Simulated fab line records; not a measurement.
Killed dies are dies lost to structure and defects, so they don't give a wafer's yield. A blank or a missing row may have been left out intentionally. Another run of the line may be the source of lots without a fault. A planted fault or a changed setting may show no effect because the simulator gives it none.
fab line records :: flow gf180mcu :: part 2 of 2: steps 33 to 43 of 43
record:
  lots: 5
  wafers: 15
  last-day: 32
route steps=602 shown SAB@266 SALICIDE@278 CONTACT@287
lots with no fault: from the same line, run without faults
start-h: the number of hours between the record's first day and the start of the first shown wafer of the lot :: wait-h: hours since the lot's step before :: " same as the row above :: L1.1+2: one row covering several wafers at once :: - no value present, or no start provided :: * or withheld: withheld :: < > ~ a bound
route shown NAME@n: NAME is a module with steps in the file, n the number in the route of the first one :: usual: the fault-free wafers' mean and standard deviation :: same: alike in all rows :: chamber/n: place in a boat :: sites: readings site by site :: _std_site: how widely they spread, as a standard deviation :: _edge_site: outer sites' mean less inner sites' :: radius-mm: for every site, how far away it sits from the centre of the wafer :: mask NAME#n: copy n :: behind: tool/chamber where the wafer was last shaped :: hold: reason for holding the lot/hours on hold/outcome of the hold :: device: transistor that didn't switch, given as n, p or np :: end of line: at the end of the route, the tests of the same wafers :: a step with no rows: only its recipe :: killed: not the wafer's yield, but the dies lost to structure and defects at the first sort :: map: a wafer's dies, x killed, . not, _ none there
set.NAME: setting as actually run; set.NAME@STEP: the setting as run at that earlier step :: model.NAME: the simulator's own value behind a step, which no gauge read
lots at selected steps of the route; one table per step, one row per wafer
services: when a tool's chamber went out of use (start-h, in hours from the record's first day, below 0 if earlier), for how many hours, and the reason
== steps ==
step: GF_CONTACT_EXPOSE_11
recipe:
  mask-id: Contact
  target-cd-nm: 220
  na: 0.68
  source-shape: conventional
  sigma-outer: 0.6
  dose-mj: 38
lot.wafer: L076.1+2+4
tool: krf-scanner-01
chamber: 0
start-h: -
wait-h: -
mask: Contact#0

lot.wafer: L077.1+4+5
tool: krf-scanner-02
chamber: 0
start-h: -
wait-h: -
mask: Contact#0

lot.wafer: L081.2+3+6
tool: krf-scanner-02
chamber: 0
start-h: -
wait-h: -
mask: Contact#0

lot.wafer: L086.1+3+5
tool: krf-scanner-01
chamber: 0
start-h: -
wait-h: -
mask: Contact#0

lot.wafer: L088.1+3+5
tool: krf-scanner-02
chamber: 0
start-h: -
wait-h: -
mask: Contact#0
step: GF_CONTACT_PEB_12
recipe:
  peb-temp-c: 135
  peb-time-s: 90
  resist: KrF
same:
  peb-time-s: 90
lot.wafer: L076.1+2+4
tool: litho-track-03
chamber: 0
start-h: -
wait-h: -

lot.wafer: L077.1+4+5
tool: litho-track-03
chamber: 0
start-h: -
wait-h: -

lot.wafer: L081.2+3+6
tool: litho-track-03
chamber: 0
start-h: -
wait-h: -

lot.wafer: L086.1+3+5
tool: litho-track-02
chamber: 0
start-h: -
wait-h: -

lot.wafer: L088.1+3+5
tool: litho-track-03
chamber: 0
start-h: -
wait-h: -
step: GF_CONTACT_DEVELOP_13
recipe:
  develop-time-s: 61.24
  resist: KrF
  dev-temp-c: 21
same:
  develop-time-s: 61.24
lot.wafer: L076.1+2+4
tool: litho-track-03
chamber: 0
start-h: 371.59
wait-h: 0.2

lot.wafer: L077.1+4+5
tool: litho-track-03
chamber: 0
start-h: 384.84
wait-h: 0.2

lot.wafer: L081.2+3+6
tool: litho-track-03
chamber: 0
start-h: 425.81
wait-h: 0.2

lot.wafer: L086.1+3+5
tool: litho-track-02
chamber: 0
start-h: 471.88
wait-h: 0.2

lot.wafer: L088.1+3+5
tool: litho-track-03
chamber: 0
start-h: 488.29
wait-h: 0.2
step: GF_CONTACT_CD_MEAS_14
recipe:
  target-cd-nm: 220
usual:
  cd-nm: 219.8/1.4
lot.wafer: L076.1
tool: cd-sem-02
chamber: -
start-h: 371.74
wait-h: 0.1
cd-nm: 223.1

lot.wafer: L076.2
tool: cd-sem-02
chamber: -
start-h: 371.74
wait-h: 0.1
cd-nm: 222.7

lot.wafer: L076.4
tool: cd-sem-02
chamber: -
start-h: 371.74
wait-h: 0.1
cd-nm: 222.5

lot.wafer: L077.1
tool: cd-sem-01
chamber: -
start-h: 384.99
wait-h: 0.1
cd-nm: 219.7

lot.wafer: L077.4
tool: cd-sem-01
chamber: -
start-h: 384.99
wait-h: 0.1
cd-nm: 220.0

lot.wafer: L077.5
tool: cd-sem-01
chamber: -
start-h: 384.99
wait-h: 0.1
cd-nm: 220.1

lot.wafer: L081.2
tool: cd-sem-01
chamber: -
start-h: 425.96
wait-h: 0.1
cd-nm: 219.9

lot.wafer: L081.3
tool: cd-sem-01
chamber: -
start-h: 425.96
wait-h: 0.1
cd-nm: 218.8

lot.wafer: L081.6
tool: cd-sem-01
chamber: -
start-h: 425.96
wait-h: 0.1
cd-nm: 219.0

lot.wafer: L086.1
tool: cd-sem-01
chamber: -
start-h: 472.03
wait-h: 0.1
cd-nm: 220.3

lot.wafer: L086.3
tool: cd-sem-01
chamber: -
start-h: 472.03
wait-h: 0.1
cd-nm: 219.6

lot.wafer: L086.5
tool: cd-sem-01
chamber: -
start-h: 472.03
wait-h: 0.1
cd-nm: 218.5

lot.wafer: L088.1
tool: cd-sem-01
chamber: -
start-h: 488.44
wait-h: 0.1
cd-nm: 220.9

lot.wafer: L088.3
tool: cd-sem-01
chamber: -
start-h: 488.44
wait-h: 0.1
cd-nm: 219.8

lot.wafer: L088.5
tool: cd-sem-01
chamber: -
start-h: 488.44
wait-h: 0.1
cd-nm: 221.6
step: GF_CONTACT_OVL_MEAS_15
usual:
  CONTACT_OVL: -4/5.4
lot.wafer: L076.1
tool: overlay-02
chamber: -
start-h: 371.86
wait-h: 0.1
CONTACT_OVL[nm]: -4

lot.wafer: L076.2
tool: overlay-02
chamber: -
start-h: 371.86
wait-h: 0.1
CONTACT_OVL[nm]: 2

lot.wafer: L076.4
tool: overlay-02
chamber: -
start-h: 371.86
wait-h: 0.1
CONTACT_OVL[nm]: 4

lot.wafer: L077.1
tool: overlay-02
chamber: -
start-h: 385.11
wait-h: 0.1
CONTACT_OVL[nm]: 0

lot.wafer: L077.4
tool: overlay-02
chamber: -
start-h: 385.11
wait-h: 0.1
CONTACT_OVL[nm]: -11

lot.wafer: L077.5
tool: overlay-02
chamber: -
start-h: 385.11
wait-h: 0.1
CONTACT_OVL[nm]: -5

lot.wafer: L081.2
tool: overlay-02
chamber: -
start-h: 426.06
wait-h: 0.1
CONTACT_OVL[nm]: -4

lot.wafer: L081.3
tool: overlay-02
chamber: -
start-h: 426.06
wait-h: 0.1
CONTACT_OVL[nm]: -4

lot.wafer: L081.6
tool: overlay-02
chamber: -
start-h: 426.06
wait-h: 0.1
CONTACT_OVL[nm]: -2

lot.wafer: L086.1
tool: overlay-02
chamber: -
start-h: 472.15
wait-h: 0.1
CONTACT_OVL[nm]: -8

lot.wafer: L086.3
tool: overlay-02
chamber: -
start-h: 472.15
wait-h: 0.1
CONTACT_OVL[nm]: -2

lot.wafer: L086.5
tool: overlay-02
chamber: -
start-h: 472.15
wait-h: 0.1
CONTACT_OVL[nm]: -2

lot.wafer: L088.1
tool: overlay-01
chamber: -
start-h: 488.56
wait-h: 0.1
CONTACT_OVL[nm]: -1

lot.wafer: L088.3
tool: overlay-01
chamber: -
start-h: 488.56
wait-h: 0.1
CONTACT_OVL[nm]: -6

lot.wafer: L088.5
tool: overlay-01
chamber: -
start-h: 488.56
wait-h: 0.1
CONTACT_OVL[nm]: -6
step: GF_CONTACT_ETCH_16
recipe:
  chemistry: N2/H2
  target-depth-a: withheld
  overetch-a: withheld
  time-s: withheld
  target: BARC
  ion-energy-ev: 200
  source-w: 500
  bias-w: 100
  pressure-mtorr: 30
  n2-flow-sccm: 100
  h2-flow-sccm: 200
usual:
  chamber-pressure-mTorr: 30.000/0.026
  drypump-motor-current-A: 5.6/0.43
  oes-product-au: 0.854/0.0052
  throttle-valve-pct: 13.225/0.0089
lot.wafer: L076.1
tool: rie-diel-01
chamber: 2
start-h: 371.89
wait-h: 0.0
chamber-pressure-mTorr: 29.991
drypump-motor-current-A: 6.1
oes-product-au: 0.852
throttle-valve-pct: 13.231

lot.wafer: L076.2
tool: rie-diel-01
chamber: 1
start-h: 371.89
wait-h: 0.0
chamber-pressure-mTorr: 29.993
drypump-motor-current-A: 4.7
oes-product-au: 0.854
throttle-valve-pct: 13.218

lot.wafer: L076.4
tool: rie-diel-01
chamber: 0
start-h: 371.89
wait-h: 0.0
chamber-pressure-mTorr: 30.027
drypump-motor-current-A: 5.2
oes-product-au: 0.858
throttle-valve-pct: 13.224

lot.wafer: L077.1
tool: rie-diel-01
chamber: 0
start-h: 385.14
wait-h: 0.0
chamber-pressure-mTorr: 29.963
drypump-motor-current-A: 5.2
oes-product-au: 0.857
throttle-valve-pct: 13.223

lot.wafer: L077.4
tool: rie-diel-01
chamber: 1
start-h: 385.14
wait-h: 0.0
chamber-pressure-mTorr: 29.994
drypump-motor-current-A: 4.7
oes-product-au: 0.852
throttle-valve-pct: 13.216

lot.wafer: L077.5
tool: rie-diel-01
chamber: 0
start-h: 385.14
wait-h: 0.0
chamber-pressure-mTorr: 30.027
drypump-motor-current-A: 5.2
oes-product-au: 0.859
throttle-valve-pct: 13.218

lot.wafer: L081.2
tool: rie-diel-01
chamber: 0
start-h: 426.09
wait-h: 0.0
chamber-pressure-mTorr: 29.966
drypump-motor-current-A: 5.2
oes-product-au: 0.843
throttle-valve-pct: 13.220

lot.wafer: L081.3
tool: rie-diel-01
chamber: 3
start-h: 426.09
wait-h: 0.0
chamber-pressure-mTorr: 30.030
drypump-motor-current-A: 6.2
oes-product-au: 0.859
throttle-valve-pct: 13.210

lot.wafer: L081.6
tool: rie-diel-01
chamber: 1
start-h: 426.09
wait-h: 0.0
chamber-pressure-mTorr: 29.983
drypump-motor-current-A: 4.7
oes-product-au: 0.858
throttle-valve-pct: 13.212

lot.wafer: L086.1
tool: rie-diel-03
chamber: 2
start-h: 472.18
wait-h: 0.0
chamber-pressure-mTorr: 30.009
drypump-motor-current-A: 5.9
oes-product-au: 0.855
throttle-valve-pct: 13.209

lot.wafer: L086.3
tool: rie-diel-03
chamber: 1
start-h: 472.18
wait-h: 0.0
chamber-pressure-mTorr: 30.019
drypump-motor-current-A: 5.7
oes-product-au: 0.854
throttle-valve-pct: 13.220

lot.wafer: L086.5
tool: rie-diel-03
chamber: 1
start-h: 472.18
wait-h: 0.0
chamber-pressure-mTorr: 30.015
drypump-motor-current-A: 5.6
oes-product-au: 0.852
throttle-valve-pct: 13.224

lot.wafer: L088.1
tool: rie-diel-02
chamber: 2
start-h: 488.59
wait-h: 0.0
chamber-pressure-mTorr: 30.005
drypump-motor-current-A: 5.7
oes-product-au: 0.864
throttle-valve-pct: 13.213

lot.wafer: L088.3
tool: rie-diel-02
chamber: 3
start-h: 488.59
wait-h: 0.0
chamber-pressure-mTorr: 30.015
drypump-motor-current-A: 5.5
oes-product-au: 0.853
throttle-valve-pct: 13.228

lot.wafer: L088.5
tool: rie-diel-02
chamber: 3
start-h: 488.59
wait-h: 0.0
chamber-pressure-mTorr: 29.950
drypump-motor-current-A: 5.5
oes-product-au: 0.858
throttle-valve-pct: 13.226
step: GF_CONTACT_ETCH_17
recipe:
  chemistry: C4F8/O2/Ar
  mask-material: KrF
  target: SiO2
  stop-on: CoSi2
  source-w: 1500
  bias-w: 1200
  pressure-mtorr: 40
  c4f8-flow-sccm: withheld
  O2_flow_sccm: 6
  Ar_flow_sccm: 300
  time-s: withheld
  target-depth-a: 8600
usual:
  chamber-pressure-mTorr: 40.00/0.039
  oes-product-au: 0.811/0.0053
lot.wafer: L076.1
tool: rie-diel-01
chamber: 2
start-h: -
wait-h: -
chamber-pressure-mTorr: 39.98
oes-product-au: 0.809

lot.wafer: L076.2
tool: rie-diel-01
chamber: 1
start-h: -
wait-h: -
chamber-pressure-mTorr: 40.00
oes-product-au: 0.812

lot.wafer: L076.4
tool: rie-diel-01
chamber: 0
start-h: -
wait-h: -
chamber-pressure-mTorr: 40.07
oes-product-au: 0.816

lot.wafer: L077.1
tool: rie-diel-01
chamber: 0
start-h: -
wait-h: -
chamber-pressure-mTorr: 39.96
oes-product-au: 0.804

lot.wafer: L077.4
tool: rie-diel-01
chamber: 1
start-h: -
wait-h: -
chamber-pressure-mTorr: 40.01
oes-product-au: 0.809

lot.wafer: L077.5
tool: rie-diel-01
chamber: 0
start-h: -
wait-h: -
chamber-pressure-mTorr: 39.97
oes-product-au: 0.808

lot.wafer: L081.2
tool: rie-diel-01
chamber: 0
start-h: -
wait-h: -
chamber-pressure-mTorr: 39.98
oes-product-au: 0.809

lot.wafer: L081.3
tool: rie-diel-01
chamber: 3
start-h: -
wait-h: -
chamber-pressure-mTorr: 40.03
oes-product-au: 0.811

lot.wafer: L081.6
tool: rie-diel-01
chamber: 1
start-h: -
wait-h: -
chamber-pressure-mTorr: 39.98
oes-product-au: 0.814

lot.wafer: L086.1
tool: rie-diel-03
chamber: 2
start-h: -
wait-h: -
chamber-pressure-mTorr: 39.99
oes-product-au: 0.812

lot.wafer: L086.3
tool: rie-diel-03
chamber: 1
start-h: -
wait-h: -
chamber-pressure-mTorr: 40.03
oes-product-au: 0.808

lot.wafer: L086.5
tool: rie-diel-03
chamber: 1
start-h: -
wait-h: -
chamber-pressure-mTorr: 39.99
oes-product-au: 0.811

lot.wafer: L088.1
tool: rie-diel-02
chamber: 2
start-h: -
wait-h: -
chamber-pressure-mTorr: 40.05
oes-product-au: 0.808

lot.wafer: L088.3
tool: rie-diel-02
chamber: 3
start-h: -
wait-h: -
chamber-pressure-mTorr: 40.02
oes-product-au: 0.813

lot.wafer: L088.5
tool: rie-diel-02
chamber: 3
start-h: -
wait-h: -
chamber-pressure-mTorr: 39.96
oes-product-au: 0.806
step: GF_CONTACT_STRIP_18
recipe:
  chemistry: O2/N2
  power-w: 1400
  pressure-mtorr: 1500
  platen-temp-c: 250
  o2-flow-sccm: 3000
  n2-flow-sccm: 300
  overash-fraction: 0.5
usual:
  chamber-pressure-mTorr: 1499.9/1.4
  drypump-motor-current-A: 5.8/0.49
  heater-power-w: 339/18
  oes-product-au: 0.580/0.005
lot.wafer: L076.1
tool: plasma-asher-04
chamber: 1
start-h: 372.06
wait-h: -
chamber-pressure-mTorr: 1499.4
drypump-motor-current-A: 6.0
heater-power-w: 341
oes-product-au: 0.580
rf-hours-counter-h: 64

lot.wafer: L076.2
tool: plasma-asher-04
chamber: 0
start-h: 372.06
wait-h: -
chamber-pressure-mTorr: 1499.8
drypump-motor-current-A: 6.3
heater-power-w: 349
oes-product-au: 0.573
rf-hours-counter-h: 64

lot.wafer: L076.4
tool: plasma-asher-04
chamber: 1
start-h: 372.06
wait-h: -
chamber-pressure-mTorr: 1501.8
drypump-motor-current-A: 5.9
heater-power-w: 348
oes-product-au: 0.574
rf-hours-counter-h: -

lot.wafer: L077.1
tool: plasma-asher-04
chamber: 0
start-h: 385.31
wait-h: -
chamber-pressure-mTorr: 1499.5
drypump-motor-current-A: 6.3
heater-power-w: 353
oes-product-au: 0.572
rf-hours-counter-h: 65

lot.wafer: L077.4
tool: plasma-asher-04
chamber: 0
start-h: 385.31
wait-h: -
chamber-pressure-mTorr: 1497.7
drypump-motor-current-A: 6.3
heater-power-w: 349
oes-product-au: 0.584
rf-hours-counter-h: -

lot.wafer: L077.5
tool: plasma-asher-04
chamber: 0
start-h: 385.31
wait-h: -
chamber-pressure-mTorr: 1498.9
drypump-motor-current-A: 6.3
heater-power-w: 347
oes-product-au: 0.580
rf-hours-counter-h: -

lot.wafer: L081.2
tool: plasma-asher-04
chamber: 0
start-h: 426.26
wait-h: -
chamber-pressure-mTorr: 1499.7
drypump-motor-current-A: 6.3
heater-power-w: 349
oes-product-au: 0.587
rf-hours-counter-h: 70

lot.wafer: L081.3
tool: plasma-asher-04
chamber: 1
start-h: 426.26
wait-h: -
chamber-pressure-mTorr: 1499.6
drypump-motor-current-A: 5.9
heater-power-w: 340
oes-product-au: 0.591
rf-hours-counter-h: -

lot.wafer: L081.6
tool: plasma-asher-04
chamber: 0
start-h: 426.26
wait-h: -
chamber-pressure-mTorr: 1498.2
drypump-motor-current-A: 6.3
heater-power-w: 351
oes-product-au: 0.594
rf-hours-counter-h: -

lot.wafer: L086.1
tool: plasma-asher-01
chamber: 1
start-h: 472.35
wait-h: -
chamber-pressure-mTorr: 1500.4
drypump-motor-current-A: 5.0
heater-power-w: 348
oes-product-au: 0.581
rf-hours-counter-h: 4

lot.wafer: L086.3
tool: plasma-asher-01
chamber: 0
start-h: 472.35
wait-h: -
chamber-pressure-mTorr: 1500.0
drypump-motor-current-A: 5.6
heater-power-w: 310
oes-product-au: 0.577
rf-hours-counter-h: -

lot.wafer: L086.5
tool: plasma-asher-01
chamber: 0
start-h: 472.35
wait-h: -
chamber-pressure-mTorr: 1502.9
drypump-motor-current-A: 5.6
heater-power-w: 307
oes-product-au: 0.574
rf-hours-counter-h: -

lot.wafer: L088.1
tool: plasma-asher-04
chamber: 1
start-h: 488.75
wait-h: -
chamber-pressure-mTorr: 1501.0
drypump-motor-current-A: 5.9
heater-power-w: 333
oes-product-au: 0.587
rf-hours-counter-h: 76

lot.wafer: L088.3
tool: plasma-asher-04
chamber: 0
start-h: 488.75
wait-h: -
chamber-pressure-mTorr: 1500.1
drypump-motor-current-A: 6.3
heater-power-w: 353
oes-product-au: 0.573
rf-hours-counter-h: -

lot.wafer: L088.5
tool: plasma-asher-04
chamber: 0
start-h: 488.75
wait-h: -
chamber-pressure-mTorr: 1499.1
drypump-motor-current-A: 6.3
heater-power-w: 341
oes-product-au: 0.581
rf-hours-counter-h: -
step: GF_CONTACT_CLEAN_19
recipe:
  chemistry: SPM
lot.wafer: L076.1+2+4
tool: wet-bench-02
chamber: 0
start-h: 372.16
wait-h: 0.1

lot.wafer: L077.1+4+5
tool: wet-bench-02
chamber: 2
start-h: 385.41
wait-h: 0.1

lot.wafer: L081.2+3+6
tool: wet-bench-01
chamber: 2
start-h: 426.36
wait-h: 0.1

lot.wafer: L086.1+3+5
tool: wet-bench-02
chamber: 1
start-h: 472.44
wait-h: 0.1

lot.wafer: L088.1+3+5
tool: wet-bench-01
chamber: 3
start-h: 488.85
wait-h: 0.1
step: GF_CONTACT_CLEAN_20
recipe:
  chemistry: DIW
lot.wafer: L076.1+2+4
tool: wet-bench-01
chamber: 2
start-h: 372.36
wait-h: 0.0

lot.wafer: L077.1+4+5
tool: wet-bench-03
chamber: 3
start-h: 385.50
wait-h: 0.0

lot.wafer: L081.2+3+6
tool: wet-bench-01
chamber: 0
start-h: 426.45
wait-h: 0.0

lot.wafer: L086.1+3+5
tool: wet-bench-03
chamber: 3
start-h: 472.54
wait-h: 0.0

lot.wafer: L088.1+3+5
tool: wet-bench-02
chamber: 2
start-h: 488.95
wait-h: 0.0
step: GF_CONTACT_CLEAN_21
recipe:
  chemistry: dHF
  time-s: 20
  dilution: 100:1
  dry: ipa-marangoni
lot.wafer: L076.1+2+4
tool: wet-bench-02
chamber: 2
start-h: 372.45
wait-h: 0.0

lot.wafer: L077.1+4+5
tool: wet-bench-01
chamber: 1
start-h: 385.59
wait-h: 0.0

lot.wafer: L081.2+3+6
tool: wet-bench-02
chamber: 3
start-h: 426.54
wait-h: 0.0

lot.wafer: L086.1+3+5
tool: wet-bench-01
chamber: 1
start-h: 472.73
wait-h: 0.0

lot.wafer: L088.1+3+5
tool: wet-bench-01
chamber: 1
start-h: 489.05
wait-h: 0.0
== services ==
tool: rtp-anneal-02
chamber: -
start-h: 321.72
hours: 3.8
kind: pm

tool: krf-scanner-02
chamber: -
start-h: 323.86
hours: 1.0
kind: pm

tool: rie-diel-03
chamber: 3
start-h: 326.83
hours: 3.2
kind: repair

tool: krf-scanner-02
chamber: -
start-h: 337.61
hours: 1.3
kind: repair

tool: cmp-02
chamber: -
start-h: 338.27
hours: 6.2
kind: pm

tool: krf-scanner-02
chamber: -
start-h: 341.56
hours: 1.3
kind: pm

tool: rtp-anneal-02
chamber: -
start-h: 345.37
hours: 3.6
kind: repair

tool: rie-diel-01
chamber: 2
start-h: 345.39
hours: 5.8
kind: repair

tool: rie-diel-01
chamber: 2
start-h: 352.69
hours: 4.8
kind: repair

tool: krf-scanner-02
chamber: -
start-h: 367.56
hours: 0.8
kind: pm

tool: rie-diel-03
chamber: 2
start-h: 380.34
hours: 2.6
kind: repair

tool: rie-diel-03
chamber: 3
start-h: 381.44
hours: 4.5
kind: repair

tool: rie-diel-01
chamber: 3
start-h: 381.51
hours: 5.8
kind: repair

tool: rie-diel-01
chamber: -
start-h: 383.25
hours: 1.0
kind: repair

tool: iline-stepper-02
chamber: -
start-h: 385.26
hours: 2.8
kind: repair

tool: rie-diel-03
chamber: 1
start-h: 387.52
hours: 7.1
kind: repair

tool: rie-diel-01
chamber: 2
start-h: 405.89
hours: 9.3
kind: repair

tool: rie-diel-03
chamber: 2
start-h: 431.63
hours: 12.1
kind: repair

tool: plasma-asher-04
chamber: -
start-h: 444.76
hours: 5.3
kind: repair

tool: rie-diel-03
chamber: 1
start-h: 459.51
hours: 6.6
kind: repair

tool: pvd-sputter-01
chamber: -
start-h: 462.89
hours: 0.7
kind: repair

tool: rie-diel-01
chamber: 3
start-h: 463.04
hours: 13.3
kind: repair

tool: iline-stepper-02
chamber: -
start-h: 464.44
hours: 1.7
kind: pm

tool: wet-bench-02
chamber: -
start-h: 467.19
hours: 4.4
kind: pm
